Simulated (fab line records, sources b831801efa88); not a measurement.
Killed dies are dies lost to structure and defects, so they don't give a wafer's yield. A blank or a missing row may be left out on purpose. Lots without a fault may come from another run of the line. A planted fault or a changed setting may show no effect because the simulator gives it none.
One fault seen from 2 desks | flow gf180mcu | each desk has only its own numbers; what lay behind them comes last

THE TOOL OWNER'S DESK: cmp-01
The tool's own readings at GF_V5_CMP_04 (polishes SiO2): means of the sampled wafers that have a number, for each lot that ran on this tool. A lot is out of limits, marked OUT, if its mean lies more than 4 standard deviations from the usual mean; the brackets give that distance.
Columns: A = motor_current_A at GF_V5_CMP_04, usual 12.8 A
lot  | first seen here | A
L310 | day 27 03:53    | 11.9
L314 | day 28 12:52    | 10.7
L313 | day 28 16:17    | 12.2
L315 | day 28 17:41    | 12.2
L318 | day 29 17:37    | 11.7
L330 | day 33 00:49    | 11.8
This desk's finding: nothing out of limits on any of the 6 lots.

THE METROLOGY DESK
What the gauges read, lot by lot, whatever tool the lot ran on: means of the sampled wafers that have a number. A lot is out of limits, marked OUT, if its mean lies more than 4 standard deviations from the usual mean; the brackets give that distance.
Columns: A = M3_OVL at GF_M3_OVL_MEAS_15, usual -1 nm; B = cd_nm at GF_V3_CD_MEAS_14, usual 260.2 nm; C = V5_BOW at GF_V5_BOW_MEAS_05, usual 135 um
lot  | first seen here | A   | B     | C
L309 | day 22 00:21    | 7   | 260.2 | 132
L310 | day 22 05:25    | -11 | 260.3 | 137
L311 | day 23 02:37    | -8  | 257.2 | 125
L314 | day 23 19:34    | 9   | 259.6 | 148
L313 | day 23 23:37    | -8  | 261.8 | 131
L315 | day 24 01:22    | 4   | 260.5 | 134
L318 | day 25 04:21    | -2  | 259.0 | 116
L322 | day 26 10:07    | 2   | 259.5 | 117
L323 | day 26 19:58    | 8   | 260.2 | 143
L324 | day 27 05:45    | -9  | 261.7 | 146
L326 | day 27 16:10    | 0   | 259.4 | 151
L328 | day 28 02:52    | -2  | 259.8 | 127
L329 | day 28 08:30    | 1   | 258.8 | 135
L330 | day 28 20:22    | -2  | 261.3 | 139
L332 | day 29 05:22    | 1   | 260.3 | 139
This desk's finding: nothing out of limits on any of the 15 lots.

PUT TOGETHER
The tool owner's desk saw nothing out of limits.
The metrology desk saw nothing out of limits.

WHAT THE SIMULATOR HAD PUT IN
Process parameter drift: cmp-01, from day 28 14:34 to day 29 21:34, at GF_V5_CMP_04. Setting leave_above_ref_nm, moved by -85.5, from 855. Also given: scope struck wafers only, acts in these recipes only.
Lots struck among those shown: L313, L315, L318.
